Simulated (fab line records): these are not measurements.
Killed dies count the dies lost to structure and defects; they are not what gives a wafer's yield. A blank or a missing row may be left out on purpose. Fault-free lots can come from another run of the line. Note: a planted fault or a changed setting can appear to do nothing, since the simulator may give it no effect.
fab line records -- flow sky130
record: lots: 13, wafers: 39, last-day: 50
route steps=708 shown DNWELL@44 NWELL@68 LDD_HVN@271 PAD_OPEN@708
lots untouched by any fault: they come from a run of this same line in which no faults occurred
start-h: hours from the record's first day to the start of the lot's first wafer shown -- wait-h: how many hours have passed since the lot's step before this one -- " same as the row above -- L1.1+2: a single row standing in for several wafers -- - no value, or no start was given -- * or withheld: withheld -- < > ~ a bound
route shown NAME@n: names a module that has steps shown in the file, with the first one's number in the route -- usual: the fault-free wafers' mean and standard deviation -- same: alike in all rows -- chamber/n: place in a boat -- sites: the reading at each site -- _std_site: standard deviation across them -- _edge_site: outer sites' mean less inner sites' -- radius-mm: how far each site lies from the wafer's centre -- mask NAME#n: copy n -- behind: the last tool/chamber to shape the wafer -- hold: reason for holding the lot/hours on hold/outcome of the hold -- device: which transistor (n, p or np) failed to switch -- end of line: tests of these same wafers at the route's end -- step lacking rows: just its recipe -- killed: at the first sort, the dies lost to defects and structure; wafer yield is something else -- map: shows each die of a wafer: x if killed, . if not, _ if none is there
set.NAME: setting as actually run; set.NAME@STEP: the setting as run at that earlier step -- model.NAME: the simulator's own value behind a step, which no gauge read
the route's steps for a sample of lots (tables are steps, rows are wafers)
services: when a tool's chamber went out of use (start-h, in hours from the record's first day, below 0 if earlier), for how many hours, and the reason
== steps ==
step: SKY_DNWELL_TW_MEAS_09
usual: DNWELL_TW: 1115/8
lot.wafer,tool,chamber,start-h,wait-h,DNWELL_TW
L931.1,film-metro-04,-,57.57,0.1,1102
L931.4,film-metro-04,-,57.57,0.1,1109
L931.6,film-metro-04,-,57.57,0.1,1103
L932.1,film-metro-04,-,65.52,0.1,1099
L932.3,film-metro-04,-,65.52,0.1,1100
L932.5,film-metro-04,-,65.52,0.1,1099
L933.3,film-metro-02,-,68.24,0.1,1113
L933.4,film-metro-02,-,68.24,0.1,1121
L933.6,film-metro-02,-,68.24,0.1,1115
L934.1,film-metro-03,-,71.09,0.1,1122
L934.5,film-metro-03,-,71.09,0.1,1119
L934.6,film-metro-03,-,71.09,0.1,1130
L935.2,film-metro-02,-,76.75,0.1,1114
L935.3,film-metro-02,-,76.75,0.1,1118
L935.6,film-metro-02,-,76.75,0.1,1111
L936.3,film-metro-04,-,80.96,0.1,1107
L936.4,film-metro-04,-,80.96,0.1,1104
L936.5,film-metro-04,-,80.96,0.1,1107
L944.2,film-metro-03,-,121.65,0.1,1128
L944.5,film-metro-03,-,121.65,0.1,1132
L944.6,film-metro-03,-,121.65,0.1,1125
L945.1,film-metro-02,-,128.64,0.1,1112
L945.2,film-metro-02,-,128.64,0.1,1111
L945.3,film-metro-02,-,128.64,0.1,1112
L946.4,film-metro-04,-,133.82,0.1,1118
L946.5,film-metro-04,-,133.82,0.1,1111
L946.6,film-metro-04,-,133.82,0.1,1111
L947.3,film-metro-03,-,139.79,0.1,1112
L947.5,film-metro-03,-,139.79,0.1,1118
L947.6,film-metro-03,-,139.79,0.1,1118
L949.1,film-metro-03,-,147.87,0.1,1126
L949.2,film-metro-03,-,147.87,0.1,1115
L949.6,film-metro-03,-,147.87,0.1,1120
L951.1,film-metro-02,-,158.87,0.1,1125
L951.2,film-metro-02,-,158.87,0.1,1126
L951.5,film-metro-02,-,158.87,0.1,1123
L952.1,film-metro-03,-,167.14,0.1,1131
L952.2,film-metro-03,-,167.14,0.1,1124
L952.5,film-metro-03,-,167.14,0.1,1127
step: SKY_NWELL_TW_MEAS_15
usual: NWELL_TW: 1826/8.3
lot.wafer,tool,chamber,start-h,wait-h,NWELL_TW
L931.1,film-metro-03,-,92.28,0.1,1840
L931.4,film-metro-03,-,92.28,0.1,1832
L931.6,film-metro-03,-,92.28,0.1,1843
L932.1,film-metro-02,-,99.63,0.1,1818
L932.3,film-metro-02,-,99.63,0.1,1821
L932.5,film-metro-02,-,99.63,0.1,1822
L933.3,film-metro-04,-,102.80,0.1,1823
L933.4,film-metro-04,-,102.80,0.1,1823
L933.6,film-metro-04,-,102.80,0.1,1822
L934.1,film-metro-03,-,106.33,0.1,1839
L934.5,film-metro-03,-,106.33,0.1,1845
L934.6,film-metro-03,-,106.33,0.1,1841
L935.2,film-metro-04,-,111.69,0.1,1821
L935.3,film-metro-04,-,111.69,0.1,1828
L935.6,film-metro-04,-,111.69,0.1,1820
L936.3,film-metro-02,-,117.68,0.1,1821
L936.4,film-metro-02,-,117.68,0.1,1830
L936.5,film-metro-02,-,117.68,0.1,1825
L944.2,film-metro-03,-,161.92,0.1,1836
L944.5,film-metro-03,-,161.92,0.1,1822
L944.6,film-metro-03,-,161.92,0.1,1816
L945.1,film-metro-03,-,168.68,0.1,1830
L945.2,film-metro-03,-,168.68,0.1,1827
L945.3,film-metro-03,-,168.68,0.1,1832
L946.4,film-metro-02,-,173.96,0.1,1823
L946.5,film-metro-02,-,173.96,0.1,1829
L946.6,film-metro-02,-,173.96,0.1,1820
L947.3,film-metro-03,-,180.03,0.1,1834
L947.5,film-metro-03,-,180.03,0.1,1829
L947.6,film-metro-03,-,180.03,0.1,1837
L949.1,film-metro-03,-,189.41,0.1,1828
L949.2,film-metro-03,-,189.41,0.1,1831
L949.6,film-metro-03,-,189.41,0.1,1832
L951.1,film-metro-02,-,201.03,0.1,1831
L951.2,film-metro-02,-,201.03,0.1,1816
L951.5,film-metro-02,-,201.03,0.1,1810
L952.1,film-metro-02,-,207.18,0.1,1814
L952.2,film-metro-02,-,207.18,0.1,1804
L952.5,film-metro-02,-,207.18,0.1,1806
step: SKY_NWELL_TW_MEAS_26
usual: NWELL_2_TW: 497.3/2.5
lot.wafer,tool,chamber,start-h,wait-h,NWELL_2_TW
L931.1,film-metro-04,-,110.53,0.1,498.6
L931.4,film-metro-04,-,110.53,0.1,494.8
L931.6,film-metro-04,-,110.53,0.1,495.2
L932.1,film-metro-02,-,117.83,0.1,499.0
L932.3,film-metro-02,-,117.83,0.1,495.9
L932.5,film-metro-02,-,117.83,0.1,497.5
L933.3,film-metro-02,-,121.50,0.1,499.5
L933.4,film-metro-02,-,121.50,0.1,496.4
L933.6,film-metro-02,-,121.50,0.1,497.2
L934.1,film-metro-04,-,124.98,0.1,490.3
L934.5,film-metro-04,-,124.98,0.1,493.0
L934.6,film-metro-04,-,124.98,0.1,495.2
L935.2,film-metro-03,-,130.79,0.1,498.1
L935.3,film-metro-03,-,130.79,0.1,497.1
L935.6,film-metro-03,-,130.79,0.1,496.8
L936.3,film-metro-02,-,136.75,0.1,494.8
L936.4,film-metro-02,-,136.75,0.1,498.0
L936.5,film-metro-02,-,136.75,0.1,493.6
L944.2,film-metro-02,-,182.72,0.1,500.4
L944.5,film-metro-02,-,182.72,0.1,498.9
L944.6,film-metro-02,-,182.72,0.1,497.8
L945.1,film-metro-03,-,189.76,0.1,501.9
L945.2,film-metro-03,-,189.76,0.1,499.2
L945.3,film-metro-03,-,189.76,0.1,498.8
L946.4,film-metro-02,-,199.41,0.1,499.2
L946.5,film-metro-02,-,199.41,0.1,494.3
L946.6,film-metro-02,-,199.41,0.1,494.6
L947.3,film-metro-03,-,201.10,0.1,499.7
L947.5,film-metro-03,-,201.10,0.1,501.1
L947.6,film-metro-03,-,201.10,0.1,498.9
L949.1,film-metro-02,-,208.23,0.1,499.8
L949.2,film-metro-02,-,208.23,0.1,496.8
L949.6,film-metro-02,-,208.23,0.1,501.9
L951.1,film-metro-03,-,222.06,0.1,497.1
L951.2,film-metro-03,-,222.06,0.1,494.2
L951.5,film-metro-03,-,222.06,0.1,496.8
L952.1,film-metro-03,-,227.91,0.1,497.5
L952.2,film-metro-03,-,227.91,0.1,497.5
L952.5,film-metro-03,-,227.91,0.1,497.8
step: SKY_LDD_HVN_EXPOSE_04
recipe: mask-id: HVNTM, na: 0.6, source-shape: conventional, sigma-outer: 0.6, polarization: unpolarized, target-cd-nm: 700, dose-mj: 127
lot.wafer,tool,chamber,start-h,wait-h,mask
L931.1+4+6,iline-stepper-01,0,456.01,-,HVNTM#0
L932.1+3+5,iline-stepper-01,0,464.67,-,HVNTM#0
L933.3+4+6,iline-stepper-01,0,473.76,-,HVNTM#0
L934.1+5+6,iline-stepper-01,0,477.22,-,HVNTM#0
L935.2+3+6,iline-stepper-01,0,485.49,-,HVNTM_R1#0
L936.3+4+5,iline-stepper-01,0,498.08,-,HVNTM#0
L944.2+5+6,iline-stepper-01,0,560.72,-,HVNTM#0
L945.1+2+3,iline-stepper-02,0,573.06,-,HVNTM#0
L946.4+5+6,iline-stepper-01,0,588.51,-,HVNTM#0
L947.3+5+6,iline-stepper-01,0,592.56,-,HVNTM#0
L949.1+2+6,iline-stepper-02,0,598.12,-,HVNTM#0
L951.1+2+5,iline-stepper-01,0,619.70,-,HVNTM#0
L952.1+2+5,iline-stepper-02,0,624.55,-,HVNTM#0
step: SKY_PAD_OPEN_PROBE_99
usual: killed_at_M0_to_M3: 44/7, killed_at_M4_up: 3.1/1.8, killed-at-contacts: 25/5.1, killed-at-front-end: 15/4.3, killed-at-other: 0.3/0.61, killed-dies: 87/9.8, killed-open: 48/7, killed-short: 38/6.3
same: gross-dies: 492, killed-at-back-side: 0
lot.wafer,tool,chamber,start-h,wait-h,killed_at_M0_to_M3,killed_at_M4_up,killed-at-contacts,killed-at-front-end,killed-at-other,killed-dies,killed-open,killed-short
L935.3,prober-02,-,1100.27,0.2,30,3,22,16,0,71,35,34
killed by level:class
L935.3 CONTACT:geometric-particle:open=10 LI_CONTACT:geometric-particle:open=6 METAL1:geometric-particle:short=6 METAL2:geometric-particle:short=5 VIA3:geometric-particle:open=5 VIA2:geometric-particle:open=4 VIA3:geometric-particle:short=4 FIELD_ISO:geometric-particle:short=3
== services ==
tool,chamber,start-h,hours,kind
iline-stepper-01,-,543.17,2.0,repair
iline-stepper-01,0,559.50,-,calibration
iline-stepper-02,0,589.09,-,calibration
iline-stepper-02,-,615.19,1.7,pm
== key ==
first-sign: step: SKY_LDD_HVN_EXPOSE_04, reading: mask, direction: changed
effect none on later readings
met-at SKY_LDD_HVN_EXPOSE_04
struck-lots L935
tester-left-out L935
not-acting-at SKY_DNWELL_TW_MEAS_09,SKY_NWELL_TW_MEAS_15,SKY_NWELL_TW_MEAS_26
onset-between 477.22 485.49
fault: kind: wrong-mask, tool: any, chamber: -, onset-h: 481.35, steps: SKY_LDD_HVN_EXPOSE_04, aux-copy: HVNTM_R1#0, cd-offset-nm: 49, scope: struck-lots-only
tester-left-out: of these lots the tester's yield and bins aren't shown, on N5 and GAA mostly nor the transistor test; their killed dies are dies lost to structure and defects alone, not to doping, threshold or leakage, so they don't give the yield
